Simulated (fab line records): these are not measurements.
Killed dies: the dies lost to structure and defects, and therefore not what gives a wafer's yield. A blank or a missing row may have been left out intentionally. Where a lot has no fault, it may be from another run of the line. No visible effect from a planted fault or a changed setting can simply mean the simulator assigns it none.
The tool behind it: which one? :: flow sky130 :: 12 lots, 36 wafers sampled, at 4 steps of a route of 708

== WHAT THE GAUGES SHOWED, per wafer ==
SKY_POLY_GATE_CD_MEAS_22.
lot: L181
measured: day 16 13:16
on: cd_sem-01
cd_nm (nm): 151 150 152

lot: L182
measured: day 16 22:14
on: cd_sem-01
cd_nm (nm): 158 155 157

lot: L184
measured: day 17 17:02
on: cd_sem-01
cd_nm (nm): 148 147 146

lot: L186
measured: day 18 20:19
on: cd_sem-02
cd_nm (nm): 149 148 150

lot: L188
measured: day 19 12:35
on: cd_sem-01
cd_nm (nm): 152 150 157

lot: L191
measured: day 20 10:55
on: cd_sem-01
cd_nm (nm): 142 147 151

lot: L193
measured: day 21 07:51
on: cd_sem-01
cd_nm (nm): 151 150 149

lot: L194
measured: day 21 22:18
on: cd_sem-01
cd_nm (nm): 149 148 148

lot: L198
measured: day 23 13:41
on: cd_sem-02
cd_nm (nm): 149 149 151

lot: L200
measured: day 24 00:12
on: cd_sem-01
cd_nm (nm): 148 149 148

lot: L203
measured: day 24 14:10
on: cd_sem-01
cd_nm (nm): 149 150 150

lot: L202
measured: day 24 20:16
on: cd_sem-02
cd_nm (nm): 149 151 158

SKY_LI_CONTACT_CD_MEAS_12: the cd target is 170 nm.
lot: L181
measured: day 29 05:28
on: cd_sem-02
cd_nm (nm): 168.4 169.4 170.4

lot: L182
measured: day 29 16:13
on: cd_sem-02
cd_nm (nm): 169.2 170.2 171.4

lot: L184
measured: day 30 08:04
on: cd_sem-02
cd_nm (nm): 168.5 169.3 169.8

lot: L186
measured: day 31 10:35
on: cd_sem-02
cd_nm (nm): 169.8 171.8 171.5

lot: L188
measured: day 31 21:19
on: cd_sem-01
cd_nm (nm): 172.4 171.2 171.7

lot: L191
measured: day 32 18:44
on: cd_sem-02
cd_nm (nm): 170.5 170.6 168.9

lot: L193
measured: day 33 12:56
on: cd_sem-01
cd_nm (nm): 169.7 170.8 171.3

lot: L194
measured: day 34 00:59
on: cd_sem-02
cd_nm (nm): 170.3 171.2 169.5

lot: L198
measured: day 35 11:28
on: cd_sem-01
cd_nm (nm): 169.2 170.9 169.1

lot: L200
measured: day 35 20:27
on: cd_sem-02
cd_nm (nm): 170.8 170.0 170.5

lot: L203
measured: day 36 11:22
on: cd_sem-02
cd_nm (nm): 168.4 170.7 170.2

lot: L202
measured: day 36 13:54
on: cd_sem-01
cd_nm (nm): 168.4 167.2 167.5

== WHAT TOOL EACH LOT RAN ON (gives the tool, then ch and the chambers of the sampled wafers, and finally the start) ==
lot: L181
SKY_SD_N_SOFTBAKE_03: litho_track-02 ch 0, day 27 08:40
SKY_SD_N_STRIP_11: plasma_asher-01 ch 0,1, day 27 23:59

lot: L182
SKY_SD_N_SOFTBAKE_03: litho_track-02 ch 0, day 27 19:16
SKY_SD_N_STRIP_11: plasma_asher-04 ch 0,1, day 28 10:17

lot: L184
SKY_SD_N_SOFTBAKE_03: litho_track-03 ch 0, day 28 12:18
SKY_SD_N_STRIP_11: plasma_asher-04 ch 0,1, day 29 03:14

lot: L186
SKY_SD_N_SOFTBAKE_03: litho_track-01 ch 0, day 29 14:54
SKY_SD_N_STRIP_11: plasma_asher-04 ch 0,1, day 30 05:30

lot: L188
SKY_SD_N_SOFTBAKE_03: litho_track-02 ch 0, day 30 02:18
SKY_SD_N_STRIP_11: plasma_asher-02 ch 0,1, day 30 16:44

lot: L191
SKY_SD_N_SOFTBAKE_03: litho_track-01 ch 0, day 31 00:15
SKY_SD_N_STRIP_11: plasma_asher-01 ch 0,1, day 31 14:59

lot: L193
SKY_SD_N_SOFTBAKE_03: litho_track-02 ch 0, day 31 18:24
SKY_SD_N_STRIP_11: plasma_asher-04 ch 0,1, day 32 08:22

lot: L194
SKY_SD_N_SOFTBAKE_03: litho_track-02 ch 0, day 32 06:21
SKY_SD_N_STRIP_11: plasma_asher-02 ch 0,1, day 32 21:02

lot: L198
SKY_SD_N_SOFTBAKE_03: litho_track-03 ch 0, day 33 18:51
SKY_SD_N_STRIP_11: plasma_asher-04 ch 0,1, day 34 07:59

lot: L200
SKY_SD_N_SOFTBAKE_03: litho_track-03 ch 0, day 34 02:49
SKY_SD_N_STRIP_11: plasma_asher-04 ch 0,1, day 34 16:45

lot: L203
SKY_SD_N_SOFTBAKE_03: litho_track-02 ch 0, day 34 17:42
SKY_SD_N_STRIP_11: plasma_asher-04 ch 0,1, day 35 07:45

lot: L202
SKY_SD_N_SOFTBAKE_03: litho_track-02 ch 0, day 34 20:39
SKY_SD_N_STRIP_11: plasma_asher-02 ch 0,1, day 35 10:14
- SKY_SD_N_SOFTBAKE_03: time 60 s.
- SKY_SD_N_STRIP_11: strips in O2/N2.

== AS READ BY THE TOOLS THEMSELVES (means over the sampled wafers that have a number; for cases with no such wafer, the mark the record gives instead) ==
SKY_SD_N_SOFTBAKE_03.
lot: L181
tool: litho_track-02
heater_power_total_W (W): 56.59
plate_temp_C (C): 90.09

lot: L182
tool: litho_track-02
heater_power_total_W (W): 56.57
plate_temp_C (C): 89.99

lot: L184
tool: litho_track-03
heater_power_total_W (W): 56.63
plate_temp_C (C): 89.97

lot: L186
tool: litho_track-01
heater_power_total_W (W): 56.56
plate_temp_C (C): 89.96

lot: L188
tool: litho_track-02
heater_power_total_W (W): 56.59
plate_temp_C (C): 89.95

lot: L191
tool: litho_track-01
heater_power_total_W (W): 56.59
plate_temp_C (C): 90.23

lot: L193
tool: litho_track-02
heater_power_total_W (W): 60.53
plate_temp_C (C): 94.29

lot: L194
tool: litho_track-02
heater_power_total_W (W): 60.54
plate_temp_C (C): 94.18

lot: L198
tool: litho_track-03
heater_power_total_W (W): 56.59
plate_temp_C (C): 90.07

lot: L200
tool: litho_track-03
heater_power_total_W (W): 56.63
plate_temp_C (C): 90.04

lot: L203
tool: litho_track-02
heater_power_total_W (W): 56.57
plate_temp_C (C): 89.83

lot: L202
tool: litho_track-02
heater_power_total_W (W): 56.57
plate_temp_C (C): 90.06

SKY_SD_N_STRIP_11.
lot: L181
tool: plasma_asher-01
drypump_motor_current_A (A): 6.0
n2_flow_sccm (sccm): 300.3
oes_product_au (a.u.): 0.533
strip_time_to_endpoint_s (s): 22.55

lot: L182
tool: plasma_asher-04
drypump_motor_current_A (A): 6.0
n2_flow_sccm (sccm): 300.3
oes_product_au (a.u.): 0.530
strip_time_to_endpoint_s (s): 22.54

lot: L184
tool: plasma_asher-04
drypump_motor_current_A (A): 6.0
n2_flow_sccm (sccm): 299.6
oes_product_au (a.u.): 0.527
strip_time_to_endpoint_s (s): 22.52

lot: L186
tool: plasma_asher-04
drypump_motor_current_A (A): 6.0
n2_flow_sccm (sccm): 299.5
oes_product_au (a.u.): 0.532
strip_time_to_endpoint_s (s): 22.54

lot: L188
tool: plasma_asher-02
drypump_motor_current_A (A): 5.1
n2_flow_sccm (sccm): 302.0
oes_product_au (a.u.): 0.524
strip_time_to_endpoint_s (s): 22.54

lot: L191
tool: plasma_asher-01
drypump_motor_current_A (A): 5.8
n2_flow_sccm (sccm): 299.9
oes_product_au (a.u.): 0.529
strip_time_to_endpoint_s (s): 22.56

lot: L193
tool: plasma_asher-04
drypump_motor_current_A (A): 5.7
n2_flow_sccm (sccm): 299.6
oes_product_au (a.u.): 0.526
strip_time_to_endpoint_s (s): 22.40

lot: L194
tool: plasma_asher-02
drypump_motor_current_A (A): 5.1
n2_flow_sccm (sccm): 299.6
oes_product_au (a.u.): 0.529
strip_time_to_endpoint_s (s): 22.39

lot: L198
tool: plasma_asher-04
drypump_motor_current_A (A): 5.7
n2_flow_sccm (sccm): 298.6
oes_product_au (a.u.): 0.529
strip_time_to_endpoint_s (s): 22.54

lot: L200
tool: plasma_asher-04
drypump_motor_current_A (A): 5.9
n2_flow_sccm (sccm): 299.3
oes_product_au (a.u.): 0.527
strip_time_to_endpoint_s (s): 22.59

lot: L203
tool: plasma_asher-04
drypump_motor_current_A (A): 6.0
n2_flow_sccm (sccm): 299.4
oes_product_au (a.u.): 0.528
strip_time_to_endpoint_s (s): 22.48

lot: L202
tool: plasma_asher-02
drypump_motor_current_A (A): 5.1
n2_flow_sccm (sccm): 299.8
oes_product_au (a.u.): 0.526
strip_time_to_endpoint_s (s): 22.57

== THE ANSWER, worked out from the rows above alone ==
Rule: what is usual is taken from the lots themselves. The widest of any qualifying gaps counts: lots, ordered by their means at a reading, are off when they make up no more than a third of the lots, leave a main group of 4 or more, and stand apart from it by 3 or more times the standard deviation of that group's means. A main group is skipped when, at the precision printed for the reading in the tables above, its means are all equal. Also off: a lot with no number at a reading for which 4 or more lots have one. Where the step has rows for the other lots, those lots are counted as sound. The gauges are gone through in route order, then the tools' own readings, and for those a lot's mean is taken as printed above. At the first step where some lot is off, the reading lying furthest off is the one used; lots without a number count as furthest.
Off at SKY_SD_N_SOFTBAKE_03 (heater_power_total_W): L193, L194. Mean 56.59 W and standard deviation 0.023 in the main group.
A tool fits if, at that step or a process step before it, it ran every lot that is off, and no sound lot after the first of them. No candidate that was tried fits.

== WHAT HAD BEEN PUT IN BY THE SIMULATOR ==
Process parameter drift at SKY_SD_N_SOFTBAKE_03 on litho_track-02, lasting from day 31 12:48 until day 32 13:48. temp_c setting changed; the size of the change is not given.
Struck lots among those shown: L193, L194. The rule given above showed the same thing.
